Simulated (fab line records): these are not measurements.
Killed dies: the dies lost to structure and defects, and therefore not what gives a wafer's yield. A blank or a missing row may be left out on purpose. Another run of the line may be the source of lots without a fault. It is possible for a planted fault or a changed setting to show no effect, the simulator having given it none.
fab line records | flow sky130
[record] lots = 7 | wafers = 18 | lastDay = 50
route steps=708 shown POLY_GATE@219
lots that met no fault: from a run of the same line without faults
startH: hours from the record's opening day to when the first of the lot's shown wafers began | waitH: how many hours have passed since the lot's step before this one | " identical to the entry in the row above | L1.1+2: one row covering several wafers at once | - no value, or no start was given | * or withheld: withheld | < > ~ a bound
route shown NAME@n: a module of which the file shows steps, and the number in the route of the first | usual: mean/standard deviation of fault-free wafers | same: alike in all rows | chamber/n: place in a boat | sites: each site's reading | _std_site: their standard deviation | _edge_site: mean of outer sites minus mean of inner sites | radiusMm: for every site, how far away it sits from the centre of the wafer | mask NAME#n: copy n | behind: the most recent tool/chamber to have shaped the wafer | hold: why the lot went on hold/how many hours it stayed there/how the hold came to an end | device: transistor that didn't switch, given as n, p or np | end of line: the same wafers' tests at the end of the route | step lacking rows: just its recipe | killed: not the wafer's yield, but the dies lost to structure and defects at the first sort | map: shows each die of a wafer: x if killed, . if not, _ if none is there
set.NAME: the setting the step ran with; set.NAME@STEP: the setting that earlier step ran with | model.NAME: the simulator's own value behind a step, which no gauge read
lots at some steps of the route; a table a step, a row a wafer
services: a tool's chamber out of use, with start hour (startH, from the record's first day; less than 0 if before it), hours out, and reason
[[steps]]
[step SKY_POLY_GATE_DEHYDRATE_05]
[recipe] tempC = 200 | timeS = 60
[step SKY_POLY_GATE_HMDS_06]
[recipe] primeTimeS = 60 | primeTempC = 120
[step SKY_POLY_GATE_COAT_07]
[recipe] resist = BARC | tempC = withheld | timeS = withheld | spinRpm = 3000 | resistThkNm = 110
[step SKY_POLY_GATE_COAT_08]
[recipe] resist = KrF-thick | spinRpm = 3000 | resistThkNm = 450
[step SKY_POLY_GATE_SOFTBAKE_09]
[recipe] tempC = 100 | timeS = 90 | resist = KrF-thick
[step SKY_POLY_GATE_EXPOSE_10]
[recipe] maskId = P1M | na = 0.68 | sourceShape = conventional | sigmaOuter = 0.6 | targetCdNm = 150 | doseMj = 28
[step SKY_POLY_GATE_PEB_11]
[recipe] pebTempC = withheld | pebTimeS = withheld | resist = KrF-thick
[step SKY_POLY_GATE_DEVELOP_12]
[recipe] developTimeS = 60 | resist = KrF-thick | devTempC = 21
[step SKY_POLY_GATE_CD_MEAS_13]
[recipe] targetCdNm = 150
[usual] cdNm = 149.8/1.3
lot.wafer | tool     | chamber | startH | waitH | cdNm
L742.3    | cdSem-01 | -       | 444.70 | -     | 147.8
L742.6    | "        | -       | "      | "     | 147.1
L744.2    | cdSem-02 | -       | 464.83 | -     | 150.9
L744.6    | "        | -       | "      | "     | 152.0
L745.3    | cdSem-02 | -       | 470.53 | -     | 150.8
L745.6    | "        | -       | "      | "     | 151.1
L750.3    | cdSem-02 | -       | 509.43 | -     | 149.8
L750.5    | "        | -       | "      | "     | 149.5
L750.6    | "        | -       | "      | "     | 149.8
L752.2    | cdSem-01 | -       | 530.38 | -     | 148.1
L752.4    | "        | -       | "      | "     | 148.8
L752.5    | "        | -       | "      | "     | 147.9
L753.1    | cdSem-01 | -       | 533.29 | -     | 149.3
L753.2    | "        | -       | "      | "     | 150.4
L753.6    | "        | -       | "      | "     | 151.5
L755.1    | cdSem-01 | -       | 557.79 | -     | 148.3
L755.4    | "        | -       | "      | "     | 150.7
L755.5    | "        | -       | "      | "     | 150.0
[step SKY_POLY_GATE_OVL_MEAS_14]
[usual] POLY_GATE_OVL = 3/5.2
lot.wafer | tool       | chamber | startH | waitH | POLY_GATE_OVL[nm]
L742.3    | overlay-02 | -       | 444.79 | 0.1   | -2
L742.6    | "          | -       | "      | "     | 3
L744.2    | overlay-02 | -       | 464.94 | 0.1   | 7
L744.6    | "          | -       | "      | "     | 7
L745.3    | overlay-01 | -       | 470.62 | 0.1   | -3
L745.6    | "          | -       | "      | "     | -2
L750.3    | overlay-01 | -       | 509.52 | 0.1   | 5
L750.5    | "          | -       | "      | "     | 0
L750.6    | "          | -       | "      | "     | 8
L752.2    | overlay-01 | -       | 530.49 | 0.1   | -3
L752.4    | "          | -       | "      | "     | -2
L752.5    | "          | -       | "      | "     | 5
L753.1    | overlay-01 | -       | 533.41 | 0.1   | 1
L753.2    | "          | -       | "      | "     | -7
L753.6    | "          | -       | "      | "     | -4
L755.1    | overlay-02 | -       | 557.91 | 0.1   | 7
L755.4    | "          | -       | "      | "     | 3
L755.5    | "          | -       | "      | "     | 2
[step SKY_POLY_GATE_ETCH_15]
[recipe] chemistry = N2/H2 | target = BARC | ionEnergyEv = 200 | sourceW = 500 | biasW = 100 | pressureMtorr = 30 | n2FlowSccm = 100 | h2FlowSccm = 200 | stopOn = SiO2 | timeS = 118.5 | targetDepthA = 1100
[usual] drypumpMotorCurrentA = 5.5/0.33 | oesProductAu = 0.716/0.0041 | throttleValvePct = 13.214/0.0077
lot.wafer | tool       | chamber | startH | waitH | drypumpMotorCurrentA | oesProductAu | rfHoursCounterH | throttleValvePct
L742.3    | rieDiel-01 | 2       | 444.82 | 0.0   | 6.3                  | 0.714        | 8               | 13.227
L742.6    | "          | 2       | "      | "     | 6.2                  | 0.719        | -               | 13.215
L744.2    | rieDiel-04 | 1       | 464.97 | 0.0   | 5.2                  | 0.711        | 16              | 13.213
L744.6    | "          | 0       | "      | "     | 5.3                  | 0.721        | -               | 13.212
L745.3    | rieDiel-01 | 2       | 470.65 | 0.0   | 6.2                  | 0.718        | 8               | 13.204
L745.6    | "          | 0       | "      | "     | 5.8                  | 0.723        | -               | 13.208
L750.3    | rieDiel-01 | 3       | 509.55 | 0.0   | 5.4                  | 0.718        | 48              | 13.213
L750.5    | "          | 2       | "      | "     | 6.2                  | 0.715        | -               | 13.214
L750.6    | "          | 3       | "      | "     | 5.4                  | 0.705        | -               | 13.217
L752.2    | rieDiel-01 | 2       | 530.52 | 0.0   | 6.2                  | 0.714        | 9               | 13.222
L752.4    | "          | 3       | "      | "     | 5.4                  | 0.709        | 48              | 13.200
L752.5    | "          | 3       | "      | "     | 5.4                  | 0.723        | -               | 13.199
L753.1    | rieDiel-04 | 3       | 533.45 | 0.0   | 5.4                  | 0.720        | 6               | 13.212
L753.2    | "          | 0       | "      | "     | 5.3                  | 0.717        | 10              | 13.206
L753.6    | "          | 3       | "      | "     | 5.4                  | 0.721        | -               | 13.208
L755.1    | rieDiel-04 | 1       | 557.95 | 0.0   | 5.2                  | 0.716        | 18              | 13.206
L755.4    | "          | 0       | "      | "     | 5.3                  | 0.729        | 11              | 13.210
L755.5    | "          | 3       | "      | "     | 5.4                  | 0.718        | -               | 13.222
[step SKY_POLY_GATE_ETCH_16]
[recipe] stopOn = poly-Si | chemistry = CH3F/O2 | target = Si3N4 | sourceW = 400 | biasW = 80 | pressureMtorr = 25 | ch3fFlowSccm = 40 | O2_flow_sccm = 30 | timeS = 147.5 | targetDepthA = 750
[usual] drypumpMotorCurrentA = 5.5/0.33 | oesProductAu = 0.640/0.0049 | throttleValvePct = 10.535/0.009
lot.wafer | tool       | chamber | startH | waitH | drypumpMotorCurrentA | oesProductAu | rfHoursCounterH | throttleValvePct
L742.3    | rieDiel-01 | 2       | 444.90 | 0.0   | 6.2                  | 0.642        | 8               | 10.524
L742.6    | "          | 2       | "      | "     | 6.2                  | 0.642        | -               | 10.541
L744.2    | rieDiel-04 | 1       | 465.05 | 0.0   | 5.2                  | 0.638        | 16              | 10.536
L744.6    | "          | 0       | "      | "     | 5.3                  | 0.638        | -               | 10.538
L745.3    | rieDiel-01 | 2       | 470.73 | 0.0   | 6.2                  | 0.643        | 8               | 10.536
L745.6    | "          | 0       | "      | "     | 5.8                  | 0.639        | -               | 10.521
L750.3    | rieDiel-01 | 3       | 509.63 | 0.0   | 5.4                  | 0.636        | 48              | 10.532
L750.5    | "          | 2       | "      | "     | 6.2                  | 0.640        | -               | 10.544
L750.6    | "          | 3       | "      | "     | 5.4                  | 0.644        | -               | 10.535
L752.2    | rieDiel-01 | 2       | 530.60 | 0.0   | 6.2                  | 0.640        | 9               | 10.532
L752.4    | "          | 3       | "      | "     | 5.4                  | 0.640        | 48              | 10.534
L752.5    | "          | 3       | "      | "     | 5.4                  | 0.636        | -               | 10.545
L753.1    | rieDiel-04 | 3       | 533.53 | 0.0   | 5.4                  | 0.645        | 6               | 10.547
L753.2    | "          | 0       | "      | "     | 5.3                  | 0.639        | 10              | 10.527
L753.6    | "          | 3       | "      | "     | 5.4                  | 0.643        | -               | 10.526
L755.1    | rieDiel-04 | 1       | 558.03 | 0.0   | 5.2                  | 0.632        | 18              | 10.546
L755.4    | "          | 0       | "      | "     | 5.3                  | 0.634        | 11              | 10.528
L755.5    | "          | 3       | "      | "     | 5.4                  | 0.637        | -               | 10.541
[step SKY_POLY_GATE_ETCH_17]
[recipe] targetDepthNm = 180 | stopOn = SiO2 | overEtchFrac = 0.56667 | chemistry = HBr/Cl2 | target = poly-Si | icpW = 400 | biasW = 100 | pressureMtorr = 10 | HBr_flow_sccm = 150 | Cl2_flow_sccm = 50 | timeS = 70.5
[usual] drypumpMotorCurrentA = 5.9/0.47 | oesProductAu = 0.991/0.0075 | throttleValvePct = 33.685/0.01
lot.wafer | tool     | chamber | startH | waitH | drypumpMotorCurrentA | oesProductAu | rfHoursCounterH | throttleValvePct | model.etch.depthNm | model.POLY_GATE.featureDepthNm | model.KrF-thick_of_POLY_GATE_COAT_08.thkNm
L742.3    | rieSi-01 | 1       | 445.00 | 0.0   | 6.3                  | 0.742        | 20              | 33.686           | 117.6              | 117.6                          | 170.7
L742.6    | "        | 0       | "      | "     | 6.4                  | 0.993        | -               | 33.682           | 179.8              | 179.8                          | 136
L744.2    | rieSi-01 | 1       | 465.15 | 0.0   | 6.3                  | 0.743        | 20              | 33.701           | 116.7              | 116.7                          | 171.2
L744.6    | "        | 0       | "      | "     | 6.4                  | 0.990        | -               | 33.691           | 180.7              | 180.7                          | 143.2
L745.3    | rieSi-01 | 1       | 470.83 | 0.0   | 6.3                  | 0.734        | 20              | 33.669           | 116.3              | 116.3                          | 170.4
L745.6    | "        | 1       | "      | "     | 6.3                  | 0.985        | -               | 33.689           | 178.1              | 178.1                          | 135.9
L750.3    | rieSi-02 | 3       | 509.76 | 0.1   | 5.4                  | 0.990        | -               | 33.677           | 179.7              | 179.7                          | 137
L750.5    | "        | 3       | "      | "     | 5.5                  | 0.991        | -               | 33.687           | 177.2              | 177.2                          | 135.8
L750.6    | "        | 2       | "      | "     | 6.5                  | 0.983        | -               | 33.686           | 177.9              | 177.9                          | 137.4
L752.2    | rieSi-02 | 3       | 530.70 | 0.0   | 5.5                  | 0.996        | 7               | 33.693           | 180.4              | 180.4                          | 135.6
L752.4    | "        | 0       | "      | "     | 5.2                  | 0.992        | 6               | 33.687           | 179.3              | 179.3                          | 136.3
L752.5    | "        | 2       | "      | "     | 6.5                  | 0.973        | -               | 33.689           | 174.9              | 174.9                          | 140.4
L753.1    | rieSi-01 | 2       | 533.63 | 0.0   | 5.4                  | 0.986        | 2               | 33.707           | 178.2              | 178.2                          | 140.7
L753.2    | "        | 3       | "      | "     | 6.1                  | 0.987        | 2               | 33.688           | 178.3              | 178.3                          | 142.9
L753.6    | "        | 2       | "      | "     | 5.4                  | 0.978        | -               | 33.682           | 177.8              | 177.8                          | 140.4
L755.1    | rieSi-01 | 1       | 558.13 | 0.0   | 6.3                  | 0.978        | 20              | 33.679           | 176.7              | 176.7                          | 139.9
L755.4    | "        | 3       | "      | "     | 6.1                  | 1.007        | 2               | 33.677           | 181.1              | 181.1                          | 142.8
L755.5    | "        | 2       | "      | "     | 5.4                  | 0.998        | -               | 33.702           | 181.1              | 181.1                          | 139.6
[step SKY_POLY_GATE_STRIP_18]
[recipe] chemistry = O2/N2 | powerW = 1400 | pressureMtorr = 1500 | platenTempC = withheld | o2FlowSccm = 3000 | n2FlowSccm = 300 | overashFraction = 0.5
[usual] drypumpMotorCurrentA = 6.0/0.44 | oesProductAu = 0.361/0.0051 | stripTimeToEndpointS = 3.16/0.047
[same] overashFraction = 0.5
lot.wafer | tool           | chamber | startH | waitH | drypumpMotorCurrentA | oesProductAu | rfHoursCounterH | stripTimeToEndpointS
L742.3    | plasmaAsher-02 | 0       | 445.09 | 0.1   | 5.7                  | 0.376        | -               | 3.51
L742.6    | "              | 1       | "      | "     | 6.1                  | 0.359        | -               | 3.12
L744.2    | plasmaAsher-02 | 1       | 465.20 | 0.0   | 6.1                  | 0.373        | 3               | 3.51
L744.6    | "              | 1       | "      | "     | 6.1                  | 0.366        | -               | 3.20
L745.3    | plasmaAsher-01 | 0       | 470.92 | 0.1   | 5.2                  | 0.380        | -               | 3.49
L745.6    | "              | 0       | "      | "     | 5.2                  | 0.353        | -               | 3.12
L750.3    | plasmaAsher-03 | 1       | 509.85 | 0.1   | 6.5                  | 0.360        | -               | 3.14
L750.5    | "              | 0       | "      | "     | 6.3                  | 0.355        | -               | 3.12
L750.6    | "              | 1       | "      | "     | 6.5                  | 0.358        | -               | 3.13
L752.2    | plasmaAsher-03 | 1       | 530.75 | 0.0   | 6.5                  | 0.359        | 70              | 3.10
L752.4    | "              | 0       | "      | "     | 6.2                  | 0.356        | -               | 3.14
L752.5    | "              | 0       | "      | "     | 6.3                  | 0.362        | -               | 3.16
L753.1    | plasmaAsher-01 | 1       | 533.68 | 0.0   | 5.7                  | 0.351        | 41              | 3.19
L753.2    | "              | 0       | "      | "     | 5.2                  | 0.370        | 41              | 3.21
L753.6    | "              | 0       | "      | "     | 5.2                  | 0.360        | -               | 3.18
L755.1    | plasmaAsher-03 | 0       | 558.18 | 0.0   | 6.3                  | 0.356        | 73              | 3.16
L755.4    | "              | 1       | "      | "     | 6.5                  | 0.366        | -               | 3.22
L755.5    | "              | 1       | "      | "     | 6.5                  | 0.355        | -               | 3.17
[step SKY_POLY_GATE_CLEAN_19]
[recipe] chemistry = SC1/SC2 | mix = 1:4:20 | tempC = 70 | timeS = 150 | dry = n2Spin
[[services]]
tool           | chamber | startH | hours | kind
plasmaAsher-02 | -       | 421.25 | 9.0   | pm
plasmaAsher-02 | 0       | 421.25 | 9.0   | ventCycle
plasmaAsher-02 | 1       | 421.25 | 9.0   | ventCycle
plasmaAsher-02 | 0       | 430.25 | -     | clean
plasmaAsher-02 | 1       | 430.25 | -     | clean
plasmaAsher-02 | -       | 435.39 | 3.8   | repair
rieDiel-01     | 3       | 444.09 | 7.1   | repair
rieDiel-04     | 0       | 445.24 | 3.8   | repair
plasmaAsher-02 | -       | 446.21 | 2.8   | pm
rieSi-02       | 1       | 460.48 | 3.1   | repair
plasmaAsher-01 | -       | 462.75 | 1.9   | repair
plasmaAsher-01 | -       | 467.02 | 1.6   | repair
rieSi-02       | 2       | 488.97 | 7.5   | repair
rieSi-02       | 0       | 501.93 | 12.9  | repair
rieSi-02       | 1       | 508.79 | 10.2  | repair
plasmaAsher-01 | -       | 509.19 | 3.7   | repair
rieDiel-04     | 2       | 527.31 | -     | clean
rieDiel-04     | 2       | 527.31 | 20.1  | scheduledDown
rieDiel-04     | 2       | 527.31 | 20.1  | ventCycle
rieSi-01       | 0       | 540.95 | -     | clean
rieSi-01       | 0       | 540.95 | 15.3  | scheduledDown
rieSi-01       | 0       | 540.95 | 15.3  | ventCycle
plasmaAsher-01 | -       | 545.84 | 2.5   | repair
[[key]]
[firstSign] step = SKY_POLY_GATE_ETCH_17 | reading = oesProductAu | direction = down | sigmas = 34 | usual = 0.991 | struck = 0.740
[effect] step = SKY_POLY_GATE_STRIP_18 | reading = stripTimeToEndpointS | direction = up | sigmas = 7.2 | usual = * | struck = *
[modelEffect] step = SKY_POLY_GATE_ETCH_17 | value = etch.depthNm | without = 179.2 | struck = 116.9
metAt SKY_POLY_GATE_ETCH_17
struckWafers L742.3,L744.2,L745.3
laterRowsLeftOut L742.3,L744.2,L745.3
sortLeftOut L742.3,L744.2,L745.3
testerLeftOut L742,L744,L745
[fault] kind = processParameterDrift | tool = rieSi-01 | chamber = - | onsetH = 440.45 | steps = SKY_POLY_GATE_ETCH_17 | channel = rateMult | offset = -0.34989 | shape = step | endH = 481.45 | scope = struckWafersOnly
// testerLeftOut: of these lots the tester's yield and bins aren't shown, on N5 and GAA mostly nor the transistor test; their killed dies are dies lost to structure and defects alone, not to doping, threshold or leakage, so they don't give the yield
// sortLeftOut: the simulated sort isn't trusted on such a fault, so these wafers' sort isn't shown, and their yield isn't known
// laterRowsLeftOut: the simulator's readings of these wafers behind a module that went badly wrong aren't trusted and aren't shown, but for the sort
